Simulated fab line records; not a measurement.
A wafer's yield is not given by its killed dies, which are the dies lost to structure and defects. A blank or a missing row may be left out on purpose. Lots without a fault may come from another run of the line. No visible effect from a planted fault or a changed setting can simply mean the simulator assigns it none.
A lot that was struck, set against a sound lot :: flow sky130 :: 15 steps out of a route of 708
Sound: wafers L526.2, L526.4, L526.6. Wafers L534.2, L534.3, L534.6 were the ones struck. The cause is named last.
Each step with rows lists, per side, the tool, then ch with its chambers, then its first start. Under that, the readings that differ: sound wafers :: struck wafers :: difference of the means :: sigmas: that difference in standard deviations of wafers without a fault.
alike: readings whose means differ by less than 2 such deviations, and words and numbers that are the same on both sides. not compared: withheld readings, readings that some wafer has no value for, bounds like >300 that may hide the same value, and numbers for which the record gives no deviation and whose values overlap.
The two part at a step that has a row with sigmas, a row that says differs or no value, or rows on one side only. Non-overlapping numbers with no deviation appear without sigmas and do not part them. A reading that every wafer of one side lacks parts them only if that side has two wafers or more.

SKY_POLY_GATE_THK_MEAS_21:
  sound: filmMetro-02 at day 17 07:09; struck: filmMetro-03 at day 19 23:59
  alike: POLY_GATE_OXIDATION_THK
SKY_POLY_GATE_CD_MEAS_22:
  sound: cdSem-02 at day 17 07:14; struck: cdSem-01 at day 20 00:04
  alike: cdNm
then, 7 steps without rows for these wafers: SKY_LDD_N_DEHYDRATE_00 (time 60 s); SKY_LDD_N_HMDS_01 (prime time 60 s); SKY_LDD_N_COAT_02 (resist thk 300 nm); SKY_LDD_N_SOFTBAKE_03 (time 60 s); SKY_LDD_N_EXPOSE_04 (exposes mask NTM, target cd 840 nm); SKY_LDD_N_PEB_05; SKY_LDD_N_DEVELOP_06 (develop time 60 s).
SKY_LDD_N_OVL_MEAS_07:
  sound: overlay-01 at day 18 12:35; struck: overlay-01 at day 21 06:26
  alike: LDD_N_OVL
then, 2 steps without rows for these wafers: SKY_LDD_N_IMPLANT_08; SKY_LDD_N_IMPLANT_09.
SKY_LDD_N_IMPLANT_10:
  sound on implanter-03 ch 0, day 18 12:57; struck on implanter-02 ch 0, day 21 06:48
reading: beamEnergyKeV
sound: 20.007 20.008 19.996
struck: 20.747 20.746 20.747
difference: +0.743
sigmas: +99 or more

reading: model.implant.rpNm (nm)
sound: 15.72 15.72 15.72
struck: 16.25 16.25 16.25
difference: +0.53
sigmas: 

reading: model.implant.drpNm (nm)
sound: 7.212 7.212 7.212
struck: 7.398 7.398 7.398
difference: +0.186
sigmas: 
then, 2 steps without rows for these wafers: SKY_LDD_N_IMPLANT_11; SKY_PAD_OPEN_PROBE_99.

## WHERE THEY PART
SKY_LDD_N_IMPLANT_10 only, going by this record.

WHY: whatever the simulator had introduced
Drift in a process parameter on implanter-02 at SKY_LDD_N_IMPLANT_10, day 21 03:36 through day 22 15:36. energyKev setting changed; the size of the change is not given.
